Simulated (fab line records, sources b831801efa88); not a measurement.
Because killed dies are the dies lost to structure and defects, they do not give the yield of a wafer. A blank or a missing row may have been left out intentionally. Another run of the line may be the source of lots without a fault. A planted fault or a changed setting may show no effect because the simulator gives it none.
fab line records    flow sky130    part 1 of 2: steps 1 to 32 of 44
[record] lots = 5  wafers = 15  last-day = 50
route steps=708 shown SONOS_TUNNEL@157 SONOS_ONO@168 GATE_OXIDE@187
lots untouched by any fault: they come from a run of this same line in which no faults occurred
start-h: the number of hours between the record's first day and the start of the first shown wafer of the lot    wait-h: hours elapsed since this lot's preceding step    " identical to the entry in the row above    L1.1+2: a row that stands for several wafers    - either no value or no given start    * or withheld: withheld    < > ~ a bound
route shown NAME@n: a module of which the file shows steps, and the number in the route of the first    usual: mean/standard deviation taken from wafers without a fault    same: alike in all rows    chamber/n: place in a boat    sites: per-site readings    _std_site: the values' standard deviation    _edge_site: mean of outer sites minus mean of inner sites    radius-mm: how far each site lies from the wafer's centre    mask NAME#n: copy n    behind: the tool/chamber that last shaped the wafer    hold: what put the lot on hold/how long, in hours/how the hold closed    device: the transistor (n, p or np) that didn't switch    end of line: the route-end tests of the same wafers    a step without rows: its recipe alone    killed: the dies lost at the first sort to structure and to defects; this is not the yield of the wafer    map: the dies of a wafer, with x for killed, . for not killed, _ for no die there
set.NAME: the setting that was run; set.NAME@STEP: the one run at that earlier step    model.NAME: the simulator's own value behind a step, which no gauge read
certain route steps with their lots: each step a table, each wafer a row
services: the hour from which a tool's chamber was out of use, counted from the record's first day as start-h (under 0 if before that day), plus the number of hours and why
[[steps]]
[step SKY_SONOS_TUNNEL_SOFTBAKE_03]
[recipe] temp-c = 90  time-s = 60  resist = NOVOLAK
lot.wafer   tool            chamber  start-h  wait-h
L078.2+3+6  litho-track-04  0        278.99   0.1
L084.1+2+6  litho-track-04  0        326.87   0.1
L086.1+2+4  litho-track-02  0        340.11   0.1
L091.2+3+4  litho-track-02  0        376.58   0.1
L093.1+4+5  litho-track-02  0        392.56   0.1
[step SKY_SONOS_TUNNEL_EXPOSE_04]
[recipe] mask-id = TUNM  na = 0.6  source-shape = conventional  sigma-outer = 0.6  polarization = unpolarized  target-cd-nm = 410  dose-mj = 136
[usual] reticle-temp-C = 23.00/0.11
lot.wafer  tool              chamber  start-h  wait-h  mask    reticle-temp-C
L078.2     iline-stepper-02  0        -        -       TUNM#0  23.06
L078.3     "                 0        "        "       TUNM#0  22.92
L078.6     "                 0        "        "       TUNM#0  22.90
L084.1     iline-stepper-01  0        -        -       TUNM#0  22.98
L084.2     "                 0        "        "       TUNM#0  22.77
L084.6     "                 0        "        "       TUNM#0  22.91
L086.1     iline-stepper-02  0        -        -       TUNM#0  22.89
L086.2     "                 0        "        "       TUNM#0  23.00
L086.4     "                 0        "        "       TUNM#0  22.98
L091.2     iline-stepper-01  0        -        -       TUNM#0  23.00
L091.3     "                 0        "        "       TUNM#0  22.98
L091.4     "                 0        "        "       TUNM#0  22.92
L093.1     iline-stepper-01  0        -        -       TUNM#0  23.00
L093.4     "                 0        "        "       TUNM#0  22.99
L093.5     "                 0        "        "       TUNM#0  22.99
[step SKY_SONOS_TUNNEL_PEB_05]
[recipe] temp-c = withheld  time-s = *  resist = NOVOLAK
lot.wafer   tool            chamber  start-h  wait-h
L078.2+3+6  litho-track-04  0        -        -
L084.1+2+6  litho-track-03  0        -        -
L086.1+2+4  litho-track-02  0        -        -
L091.2+3+4  litho-track-03  0        -        -
L093.1+4+5  litho-track-02  0        -        -
[step SKY_SONOS_TUNNEL_DEVELOP_06]
[recipe] resist = NOVOLAK  developer = TMAH  develop-time-s = 60  dev-temp-c = 23
lot.wafer   tool            chamber  start-h  wait-h
L078.2+3+6  litho-track-04  0        292.29   0.1
L084.1+2+6  litho-track-03  0        341.24   0.1
L086.1+2+4  litho-track-02  0        353.91   0.1
L091.2+3+4  litho-track-03  0        390.87   0.1
L093.1+4+5  litho-track-02  0        407.46   0.1
[step SKY_SONOS_TUNNEL_CD_MEAS_07]
[recipe] target-cd-nm = 410
[usual] cd-nm = 409.1/2.2
lot.wafer  tool       chamber  start-h  wait-h  cd-nm
L078.2     cd-sem-02  -        292.44   0.1     410.7
L078.3     "          -        "        "       409.3
L078.6     "          -        "        "       412.4
L084.1     cd-sem-01  -        341.39   0.1     406.9
L084.2     "          -        "        "       407.6
L084.6     "          -        "        "       407.5
L086.1     cd-sem-02  -        354.06   0.1     412.0
L086.2     "          -        "        "       410.6
L086.4     "          -        "        "       409.1
L091.2     cd-sem-02  -        391.01   0.1     407.2
L091.3     "          -        "        "       407.9
L091.4     "          -        "        "       406.9
L093.1     cd-sem-01  -        407.61   0.1     411.0
L093.4     "          -        "        "       409.7
L093.5     "          -        "        "       410.3
[step SKY_SONOS_TUNNEL_OVL_MEAS_08]
[usual] SONOS_TUNNEL_OVL = 0.4/1.5
lot.wafer  tool        chamber  start-h  wait-h  SONOS_TUNNEL_OVL[nm]
L078.2     overlay-02  -        292.55   0.1     0.4
L078.3     "           -        "        "       -0.6
L078.6     "           -        "        "       0.3
L084.1     overlay-01  -        341.51   0.1     -0.9
L084.2     "           -        "        "       -1.1
L084.6     "           -        "        "       -0.6
L086.1     overlay-01  -        354.18   0.1     2.4
L086.2     "           -        "        "       0.7
L086.4     "           -        "        "       1.8
L091.2     overlay-01  -        391.12   0.1     -1.6
L091.3     "           -        "        "       0.7
L091.4     "           -        "        "       0.6
L093.1     overlay-02  -        407.73   0.1     -0.6
L093.4     "           -        "        "       -1.9
L093.5     "           -        "        "       -0.2
[step SKY_SONOS_TUNNEL_IMPLANT_09]
[recipe] species = B  energy-kev = 20  dose-cm2 = 1e+12  tilt-deg = withheld
[usual] dose-ions-cm2 = 1e+12/1.1e+09
lot.wafer  tool          chamber  start-h  wait-h  dose-ions-cm2
L078.2     implanter-03  0        292.60   0.0     9.987e+11
L078.3     "             0        "        "       9.988e+11
L078.6     "             0        "        "       9.998e+11
L084.1     implanter-01  0        341.55   0.0     9.998e+11
L084.2     "             0        "        "       1.0034e+12
L084.6     "             0        "        "       1.0009e+12
L086.1     implanter-01  0        354.21   0.0     9.978e+11
L086.2     "             0        "        "       9.983e+11
L086.4     "             0        "        "       9.983e+11
L091.2     implanter-03  0        391.17   0.0     9.996e+11
L091.3     "             0        "        "       9.983e+11
L091.4     "             0        "        "       9.991e+11
L093.1     implanter-03  0        407.76   0.0     1.0009e+12
L093.4     "             0        "        "       9.98e+11
L093.5     "             0        "        "       1.0009e+12
[step SKY_SONOS_TUNNEL_WET_ETCH_10]
[recipe] chemistry = dHF  target-depth-nm = 14  target = SiO2  dilution = 100:1  temp-c = 25  time-s = 280
lot.wafer   tool          chamber  start-h  wait-h
L078.2+3+6  wet-bench-04  3        292.73   0.1
L084.1+2+6  wet-bench-04  2        341.70   0.1
L086.1+2+4  wet-bench-02  3        354.36   0.1
L091.2+3+4  wet-bench-04  3        391.30   0.1
L093.1+4+5  wet-bench-04  2        407.91   0.1
[step SKY_SONOS_TUNNEL_STRIP_11]
[recipe] chemistry = SPM  time-s = 600  temp-c = 130
lot.wafer   tool          chamber  start-h  wait-h
L078.2+3+6  wet-bench-01  3        292.81   0.0
L084.1+2+6  wet-bench-01  0        341.79   0.0
L086.1+2+4  wet-bench-04  1        354.45   0.0
L091.2+3+4  wet-bench-02  2        391.38   0.0
L093.1+4+5  wet-bench-04  3        408.01   0.0
[step SKY_SONOS_TUNNEL_TW_MEAS_12]
[usual] SONOS_TUNNEL_TW = 197.6/1.2
lot.wafer  tool           chamber  start-h  wait-h  SONOS_TUNNEL_TW
L078.2     film-metro-01  -        293.00   0.0     195.7
L078.3     "              -        "        "       195.2
L078.6     "              -        "        "       196.9
L084.1     film-metro-03  -        341.97   0.0     197.5
L084.2     "              -        "        "       199.1
L084.6     "              -        "        "       197.6
L086.1     film-metro-04  -        354.62   0.0     196.8
L086.2     "              -        "        "       195.7
L086.4     "              -        "        "       196.3
L091.2     film-metro-01  -        391.57   0.0     197.8
L091.3     "              -        "        "       198.9
L091.4     "              -        "        "       197.8
L093.1     film-metro-01  -        408.20   0.0     197.9
L093.4     "              -        "        "       198.1
L093.5     "              -        "        "       197.2
[step SKY_SONOS_TUNNEL_CLEAN_13]
[recipe] chemistry = dHF  time-s = 20  dilution = 100:1  dry = ipa-marangoni
lot.wafer   tool          chamber  start-h  wait-h
L078.2+3+6  wet-bench-02  3        293.05   0.0
L084.1+2+6  wet-bench-04  3        342.03   0.1
L086.1+2+4  wet-bench-01  3        354.68   0.1
L091.2+3+4  wet-bench-01  1        391.62   0.0
L093.1+4+5  wet-bench-02  2        408.26   0.1
[step SKY_SONOS_ONO_OXIDATION_00]
[recipe] temp-c = 800  ambient = O2  idle-temp-c = 700  ramp-up-c-per-min = 10  ramp-down-c-per-min = 3  stabilise-s = 600  purge-s = 300  target-thk-a = 26  ox-time-s = 1249
[usual] ramp-down-c-per-min = 3.0001/0.00052
lot.wafer  tool        chamber  start-h  wait-h  ramp-down-c-per-min
L078.2     furnace-02  0        294.55   1.5     2.9999
L078.3     "           0        "        "       3.0005
L078.6     "           0        "        "       2.9998
L084.1     furnace-02  0        342.04   0.0     3.0002
L084.2     "           0        "        "       3.0005
L084.6     "           0        "        "       2.9999
L086.1     furnace-01  0        356.12   1.4     2.9998
L086.2     "           0        "        "       3.0005
L086.4     "           0        "        "       2.9994
L091.2     furnace-01  0        391.81   0.2     3.0011
L091.3     "           0        "        "       2.9995
L091.4     "           0        "        "       3.0002
L093.1     furnace-01  0        408.27   0.0     3.0000
L093.4     "           0        "        "       3.0009
L093.5     "           0        "        "       2.9996
[step SKY_SONOS_ONO_THK_MEAS_01]
[recipe] reads = SiO2_of_SONOS_ONO_OXIDATION_00
[usual] SONOS_ONO_OXIDATION_THK = 2.61/0.068
lot.wafer  tool           chamber  start-h  wait-h  SONOS_ONO_OXIDATION_THK[nm]
L078.2     film-metro-04  -        295.90   0.0     2.45
L078.3     "              -        "        "       2.44
L078.6     "              -        "        "       2.46
L084.1     film-metro-04  -        343.39   0.0     2.54
L084.2     "              -        "        "       2.57
L084.6     "              -        "        "       2.59
L086.1     film-metro-03  -        357.46   0.0     2.60
L086.2     "              -        "        "       2.61
L086.4     "              -        "        "       2.62
L091.2     film-metro-02  -        393.17   0.0     2.54
L091.3     "              -        "        "       2.48
L091.4     "              -        "        "       2.54
L093.1     film-metro-04  -        409.62   0.0     2.56
L093.4     "              -        "        "       2.61
L093.5     "              -        "        "       2.69
[step SKY_SONOS_ONO_CVD_02]
[recipe] material = Si3N4  precursor = DCS/NH3  target-thk-nm = 10.5  temp-c = 770  time-s = 180  pressure-mtorr = 250
lot.wafer   tool      chamber  start-h  wait-h
L078.2+3+6  lpcvd-02  1        295.95   0.0
L084.1+2+6  lpcvd-02  0        346.52   3.1
L086.1+2+4  lpcvd-02  1        357.52   0.1
L091.2+3+4  lpcvd-02  0        395.02   1.8
L093.1+4+5  lpcvd-02  0        409.68   0.1
[step SKY_SONOS_ONO_THK_MEAS_03]
[recipe] reads = Si3N4_of_SONOS_ONO_CVD_02
[usual] SONOS_ONO_CVD_02_THK = 10.49/0.14
lot.wafer  tool           chamber  start-h  wait-h  SONOS_ONO_CVD_02_THK[nm]
L078.2     film-metro-04  -        297.01   0.0     10.49
L078.3     "              -        "        "       10.49
L078.6     "              -        "        "       10.38
L084.1     film-metro-03  -        347.57   0.0     10.53
L084.2     "              -        "        "       10.47
L084.6     "              -        "        "       10.46
L086.1     film-metro-04  -        358.57   0.0     10.70
L086.2     "              -        "        "       10.75
L086.4     "              -        "        "       10.78
L091.2     film-metro-02  -        396.08   0.0     10.44
L091.3     "              -        "        "       10.37
L091.4     "              -        "        "       10.49
L093.1     film-metro-04  -        410.73   0.0     10.70
L093.4     "              -        "        "       10.66
L093.5     "              -        "        "       10.64
[step SKY_SONOS_ONO_CVD_04]
[recipe] material = SiO2  precursor = SiH4/N2O  target-thk-nm = 5.7199  temp-c = 900  pressure-mtorr = 400
lot.wafer   tool      chamber  start-h  wait-h
L078.2+3+6  lpcvd-03  0        297.06   0.0
L084.1+2+6  lpcvd-03  1        347.63   0.1
L086.1+2+4  lpcvd-03  0        358.63   0.1
L091.2+3+4  lpcvd-03  0        396.13   0.0
L093.1+4+5  lpcvd-03  1        410.79   0.1
[step SKY_SONOS_ONO_THK_MEAS_05]
[recipe] reads = SiO2_of_SONOS_ONO_CVD_04
[usual] SONOS_ONO_CVD_04_THK = 5.82/0.1
lot.wafer  tool           chamber  start-h  wait-h  SONOS_ONO_CVD_04_THK[nm]
L078.2     film-metro-04  -        298.32   0.0     5.85
L078.3     "              -        "        "       5.85
L078.6     "              -        "        "       5.86
L084.1     film-metro-02  -        348.88   0.0     5.65
L084.2     "              -        "        "       5.66
L084.6     "              -        "        "       5.69
L086.1     film-metro-03  -        360.51   0.0     5.80
L086.2     "              -        "        "       5.89
L086.4     "              -        "        "       5.78
L091.2     film-metro-03  -        397.39   0.0     5.90
L091.3     "              -        "        "       5.81
L091.4     "              -        "        "       5.86
L093.1     film-metro-03  -        412.04   0.0     5.79
L093.4     "              -        "        "       5.73
L093.5     "              -        "        "       5.71
[step SKY_SONOS_ONO_DEHYDRATE_06]
[recipe] temp-c = 200  time-s = 60
lot.wafer   tool            chamber  start-h  wait-h
L078.2+3+6  litho-track-04  0        309.59   11.3
L084.1+2+6  litho-track-02  0        361.71   12.8
L086.1+2+4  litho-track-01  0        373.66   13.1
L091.2+3+4  litho-track-02  0        411.93   14.5
L093.1+4+5  litho-track-04  0        426.57   14.5
[step SKY_SONOS_ONO_HMDS_07]
[recipe] prime-time-s = 60  prime-temp-c = 120
lot.wafer   tool            chamber  start-h  wait-h
L078.2+3+6  litho-track-04  0        309.74   0.1
L084.1+2+6  litho-track-02  0        361.86   0.1
L086.1+2+4  litho-track-01  0        373.81   0.1
L091.2+3+4  litho-track-02  0        412.08   0.1
L093.1+4+5  litho-track-04  0        426.72   0.1
[step SKY_SONOS_ONO_COAT_08]
[recipe] resist = NOVOLAK  spin-rpm = 3000  resist-thk-nm = 1140
lot.wafer   tool            chamber  start-h  wait-h
L078.2+3+6  litho-track-04  0        309.89   0.1
L084.1+2+6  litho-track-02  0        362.01   0.1
L086.1+2+4  litho-track-01  0        373.96   0.1
L091.2+3+4  litho-track-02  0        412.23   0.1
L093.1+4+5  litho-track-04  0        426.87   0.1
[step SKY_SONOS_ONO_SOFTBAKE_09]
[recipe] temp-c = 90  time-s = 60  resist = NOVOLAK
lot.wafer   tool            chamber  start-h  wait-h
L078.2+3+6  litho-track-04  0        310.04   0.1
L084.1+2+6  litho-track-02  0        362.16   0.1
L086.1+2+4  litho-track-01  0        374.11   0.1
L091.2+3+4  litho-track-02  0        412.38   0.1
L093.1+4+5  litho-track-04  0        427.02   0.1
[step SKY_SONOS_ONO_EXPOSE_10]
[recipe] mask-id = ONOM  target-cd-nm = 410  na = 0.6  source-shape = conventional  sigma-outer = 0.6  dose-mj = 150
[usual] reticle-temp-C = 22.98/0.1
lot.wafer  tool              chamber  start-h  wait-h  mask    reticle-temp-C
L078.2     iline-stepper-02  0        -        -       ONOM#0  22.87
L078.3     "                 0        "        "       ONOM#0  22.88
L078.6     "                 0        "        "       ONOM#0  22.86
L084.1     iline-stepper-02  0        -        -       ONOM#0  22.90
L084.2     "                 0        "        "       ONOM#0  22.92
L084.6     "                 0        "        "       ONOM#0  22.93
L086.1     iline-stepper-01  0        -        -       ONOM#0  22.96
L086.2     "                 0        "        "       ONOM#0  23.00
L086.4     "                 0        "        "       ONOM#0  22.81
L091.2     iline-stepper-01  0        -        -       ONOM#0  22.94
L091.3     "                 0        "        "       ONOM#0  22.99
L091.4     "                 0        "        "       ONOM#0  22.87
L093.1     iline-stepper-01  0        -        -       ONOM#0  23.14
L093.4     "                 0        "        "       ONOM#0  23.01
L093.5     "                 0        "        "       ONOM#0  23.03
[step SKY_SONOS_ONO_PEB_11]
[recipe] temp-c = withheld  time-s = *  resist = NOVOLAK
lot.wafer   tool            chamber  start-h  wait-h
L078.2+3+6  litho-track-04  0        -        -
L084.1+2+6  litho-track-04  0        -        -
L086.1+2+4  litho-track-04  0        -        -
L091.2+3+4  litho-track-01  0        -        -
L093.1+4+5  litho-track-02  0        -        -
[step SKY_SONOS_ONO_DEVELOP_12]
[recipe] develop-time-s = 60  dev-temp-c = 23
lot.wafer   tool            chamber  start-h  wait-h
L078.2+3+6  litho-track-04  0        323.09   0.1
L084.1+2+6  litho-track-04  0        376.07   0.1
L086.1+2+4  litho-track-04  0        388.27   0.1
L091.2+3+4  litho-track-01  0        427.24   0.1
L093.1+4+5  litho-track-02  0        442.51   0.1
[step SKY_SONOS_ONO_CD_MEAS_13]
[recipe] target-cd-nm = 410
[usual] cd-nm = 410.0/2.1
lot.wafer  tool       chamber  start-h  wait-h  cd-nm
L078.2     cd-sem-02  -        323.24   0.1     410.0
L078.3     "          -        "        "       412.1
L078.6     "          -        "        "       413.3
L084.1     cd-sem-02  -        376.22   0.1     411.2
L084.2     "          -        "        "       409.0
L084.6     "          -        "        "       409.6
L086.1     cd-sem-01  -        388.42   0.1     407.3
L086.2     "          -        "        "       409.0
L086.4     "          -        "        "       409.2
L091.2     cd-sem-01  -        427.38   0.1     408.3
L091.3     "          -        "        "       406.3
L091.4     "          -        "        "       408.6
L093.1     cd-sem-01  -        442.66   0.1     411.1
L093.4     "          -        "        "       409.3
L093.5     "          -        "        "       409.6
[step SKY_SONOS_ONO_OVL_MEAS_14]
[usual] SONOS_ONO_OVL = 0.0/1.4
lot.wafer  tool        chamber  start-h  wait-h  SONOS_ONO_OVL[nm]
L078.2     overlay-01  -        323.34   0.1     2.9
L078.3     "           -        "        "       0.8
L078.6     "           -        "        "       3.3
L084.1     overlay-02  -        376.34   0.1     -0.2
L084.2     "           -        "        "       0.3
L084.6     "           -        "        "       0.1
L086.1     overlay-01  -        388.54   0.1     1.2
L086.2     "           -        "        "       0.7
L086.4     "           -        "        "       -0.5
L091.2     overlay-01  -        427.49   0.1     0.0
L091.3     "           -        "        "       1.5
L091.4     "           -        "        "       -0.9
L093.1     overlay-02  -        442.78   0.1     -0.2
L093.4     "           -        "        "       -0.5
L093.5     "           -        "        "       -1.0
[step SKY_SONOS_ONO_ETCH_15]
[recipe] target-depth-nm = 19.52  chemistry = CHF3/O2  source-w = 600  bias-w = 200  pressure-mtorr = 40  chf3-flow-sccm = 50  O2_flow_sccm = 5  time-s = 7.8
[usual] chamber-pressure-mTorr = 40.00/0.036  drypump-motor-current-A = 5.9/0.55  oes-product-au = 0.996/0.0072  throttle-valve-pct = 8.825/0.0094
lot.wafer  tool         chamber  start-h  wait-h  chamber-pressure-mTorr  drypump-motor-current-A  oes-product-au  rf-hours-counter-h  throttle-valve-pct
L078.2     rie-diel-01  2        323.37   0.0     39.98                   6.3                      0.999           2                   8.816
L078.3     "            0        "        "       39.96                   5.7                      0.992           1                   8.826
L078.6     "            0        "        "       40.05                   5.7                      0.992           -                   8.812
L084.1     rie-diel-03  2        376.37   0.0     39.99                   5.9                      0.987           26                  8.819
L084.2     "            3        "        "       39.98                   4.9                      0.994           2                   8.820
L084.6     "            1        "        "       40.04                   6.2                      0.991           -                   8.823
L086.1     rie-diel-01  0        388.57   0.0     39.99                   5.7                      0.989           2                   8.810
L086.2     "            3        "        "       40.02                   5.5                      0.999           45                  8.837
L086.4     "            1        "        "       39.97                   6.0                      0.990           10                  8.832
L091.2     rie-diel-04  3        427.52   0.0     39.97                   6.7                      1.000           78                  8.792
L091.3     "            0        "        "       40.03                   4.9                      0.989           81                  8.829
L091.4     "            2        "        "       39.99                   6.5                      0.997           7                   8.814
L093.1     rie-diel-03  2        442.81   0.0     39.98                   5.9                      1.002           27                  8.827
L093.4     "            0        "        "       40.03                   6.8                      0.993           0                   8.835
L093.5     "            1        "        "       40.00                   6.3                      0.995           -                   8.826
[step SKY_SONOS_ONO_WET_ETCH_16]
[recipe] chemistry = dHF  target-depth-nm = 14  dry = n2-spin  target = SiO2  dilution = 100:1  temp-c = 25  time-s = 280
lot.wafer   tool          chamber  start-h  wait-h
L078.2+3+6  wet-bench-01  2        323.40   0.0
L084.1+2+6  wet-bench-01  0        376.40   0.0
L086.1+2+4  wet-bench-03  2        388.60   0.0
L091.2+3+4  wet-bench-04  2        427.54   0.0
L093.1+4+5  wet-bench-01  3        442.83   0.0
[step SKY_SONOS_ONO_STRIP_17]
[recipe] chemistry = O2/N2  power-w = 1400  pressure-mtorr = 1500  platen-temp-c = withheld  o2-flow-sccm = 3000  n2-flow-sccm = 300  overash-fraction = 0.5
[usual] chamber-pressure-mTorr = 1499.9/1.4  drypump-motor-current-A = 5.7/0.4  oes-product-au = 0.710/0.0042  strip-time-to-endpoint-s = 14.10/0.037
lot.wafer  tool             chamber  start-h  wait-h  chamber-pressure-mTorr  drypump-motor-current-A  oes-product-au  rf-hours-counter-h  strip-time-to-endpoint-s
L078.2     plasma-asher-01  0        323.49   0.0     1499.8                  6.0                      0.715           66                  14.16
L078.3     "                1        "        "       1498.6                  5.1                      0.704           -                   14.14
L078.6     "                1        "        "       1499.9                  5.1                      0.717           -                   14.12
L084.1     plasma-asher-01  1        376.48   0.0     1499.5                  5.1                      0.710           72                  14.11
L084.2     "                0        "        "       1500.1                  6.0                      0.710           72                  14.10
L084.6     "                1        "        "       1501.2                  5.1                      0.708           -                   14.16
L086.1     plasma-asher-02  0        388.68   0.0     1500.1                  6.0                      0.710           26                  14.08
L086.2     "                1        "        "       1499.6                  6.1                      0.705           26                  14.08
L086.4     "                1        "        "       1495.3                  6.1                      0.709           -                   14.08
L091.2     plasma-asher-02  1        427.62   0.0     1499.5                  6.2                      0.709           31                  14.13
L091.3     "                0        "        "       1500.8                  5.9                      0.704           -                   14.16
L091.4     "                1        "        "       1503.9                  6.1                      0.720           -                   14.19
L093.1     plasma-asher-01  0        442.93   0.0     1497.8                  6.0                      0.708           79                  14.08
L093.4     "                0        "        "       1500.1                  6.0                      0.710           -                   14.09
L093.5     "                0        "        "       1500.3                  6.0                      0.715           -                   14.04
[step SKY_SONOS_ONO_WET_ETCH_18]
[recipe] chemistry = H3PO4  target-depth-nm = 15  target = Si3N4  temp-c = 160  time-s = 172
lot.wafer   tool          chamber  start-h  wait-h
L078.2+3+6  wet-bench-04  1        323.59   0.1
L084.1+2+6  wet-bench-04  3        376.58   0.1
L086.1+2+4  wet-bench-04  2        388.78   0.1
L091.2+3+4  wet-bench-04  1        427.72   0.1
L093.1+4+5  wet-bench-03  3        443.03   0.1
[step SKY_GATE_OXIDE_CLEAN_00]
[recipe] chemistry = SC1/SC2  mix = 1:4:20  temp-c = 70  time-s = 150  dry = n2-spin
lot.wafer   tool          chamber  start-h  wait-h
L078.2+3+6  wet-bench-03  3        323.65   0.0
L084.1+2+6  wet-bench-01  1        376.64   0.0
L086.1+2+4  wet-bench-01  1        388.84   0.0
L091.2+3+4  wet-bench-03  0        427.78   0.0
L093.1+4+5  wet-bench-04  2        443.08   0.0
[step SKY_GATE_OXIDE_OXIDATION_01]
[recipe] temp-c = 900  ambient = O2  stabilise-s = 600  purge-s = 300  target-thk-a = 102.68  ox-time-s = 1473
lot.wafer   tool        chamber  start-h  wait-h
L078.2+3+6  furnace-02  0        323.70   0.0
L084.1+2+6  furnace-02  0        377.88   1.2
L086.1+2+4  furnace-01  0        388.89   0.0
L091.2+3+4  furnace-02  0        428.79   1.0
L093.1+4+5  furnace-01  0        443.93   0.8
